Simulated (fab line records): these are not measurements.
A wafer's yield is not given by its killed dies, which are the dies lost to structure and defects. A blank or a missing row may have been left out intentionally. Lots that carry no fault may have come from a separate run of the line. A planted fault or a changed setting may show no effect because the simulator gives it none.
The tool behind it: which one?	flow sky130	Sampling: 9 lots, 27 wafers, 5 of 708 route steps

== WHAT EACH GAUGE READ, for each wafer ==
SKY_CAPM_RS_MEAS_03: a four-point-probe measurement.
lot	measured	on	CAPM_TIN_RS (ohm/sq)
L534	day 36 20:31	filmMetro-04	6.84 6.93 6.95
L536	day 37 20:59	filmMetro-02	6.88 6.89 6.86
L542	day 39 07:22	filmMetro-01	11.66 11.34 11.68
L541	day 39 08:37	filmMetro-01	11.34 11.33 11.50
L548	day 41 13:50	filmMetro-02	6.91 7.02 6.95
L549	day 41 14:29	filmMetro-01	6.79 6.89 6.80
L552	day 42 09:31	filmMetro-04	6.87 6.84 6.92
L554	day 43 06:11	filmMetro-04	6.93 6.88 6.86
L555	day 43 09:00	filmMetro-01	6.85 6.85 6.92

== TOOL THAT RAN EACH LOT (tool first, then ch and the chambers of the sampled wafers, then the start) ==
lot	SKY_VIA2_ETCH_15	SKY_METAL3_SPUTTER_00	SKY_METAL3_SPUTTER_04	SKY_CAPM_SPUTTER_02
L534	rieDiel-02 ch 1,2,3, day 36 18:49	pvdSputter-04, day 36 20:08	pvdSputter-04, day 36 20:15	pvdSputter-03, day 36 20:23
L536	rieDiel-03 ch 0,1,3, day 37 19:16	pvdSputter-04, day 37 20:36	pvdSputter-04, day 37 20:43	pvdSputter-03, day 37 20:50
L542	rieDiel-01 ch 0,2,3, day 39 05:39	pvdSputter-04, day 39 07:01	pvdSputter-04, day 39 07:08	pvdSputter-03, day 39 07:16
L541	rieDiel-02 ch 1,2,3, day 39 06:52	pvdSputter-04, day 39 08:16	pvdSputter-04, day 39 08:22	pvdSputter-03, day 39 08:30
L548	rieDiel-02 ch 0,3, day 41 12:07	pvdSputter-01, day 41 13:26	pvdSputter-01, day 41 13:33	pvdSputter-04, day 41 13:41
L549	rieDiel-03 ch 1,3, day 41 12:49	pvdSputter-02, day 41 14:09	pvdSputter-02, day 41 14:15	pvdSputter-01, day 41 14:23
L552	rieDiel-03 ch 1,2,3, day 42 07:46	pvdSputter-01, day 42 09:07	pvdSputter-01, day 42 09:14	pvdSputter-03, day 42 09:22
L554	rieDiel-03 ch 1,3, day 43 04:31	pvdSputter-04, day 43 05:51	pvdSputter-04, day 43 05:57	pvdSputter-03, day 43 06:05
L555	rieDiel-01 ch 1,2,3, day 43 07:19	pvdSputter-01, day 43 08:39	pvdSputter-01, day 43 08:45	pvdSputter-03, day 43 08:53
- SKY_VIA2_ETCH_15: etches SiO2 in C4F8/O2/Ar, stops on TiN, target depth 546 nm, time 84 s.
- SKY_METAL3_SPUTTER_00: material Ti, target thk 15 nm, time 10 s.
- SKY_METAL3_SPUTTER_04: material TiN, target thk 70 nm, time 58.3 s.
- SKY_CAPM_SPUTTER_02: material TiN, target thk 200 nm, time 166.7 s.

== THE ANSWER, worked out from the rows above alone ==
Rule: the usual values come from the lots themselves. The widest of any qualifying gaps counts: lots, ordered by their means at a reading, are off when they make up no more than a third of the lots, leave a main group of 4 or more, and stand apart from it by 3 or more times the standard deviation of that group's means. A main group whose means are all the same, to the digits that the tables above print for the reading, isn't used. Also off: a lot with no number at a reading for which 4 or more lots have one. The other lots that the step has rows for count as sound.
Off: at SKY_CAPM_RS_MEAS_03 (CAPM_TIN_RS), L542, L541. Main group: mean 6.89 ohm/sq, sd 0.037.
If a tool, at a process step before that reading, ran all the lots that are off and no sound lot after the first of them, it fits. The gauges at SKY_CAPM_RS_MEAS_03 are tried like those tools. None of those tried fits.

== WHAT THE SIMULATOR HAD INSERTED ==
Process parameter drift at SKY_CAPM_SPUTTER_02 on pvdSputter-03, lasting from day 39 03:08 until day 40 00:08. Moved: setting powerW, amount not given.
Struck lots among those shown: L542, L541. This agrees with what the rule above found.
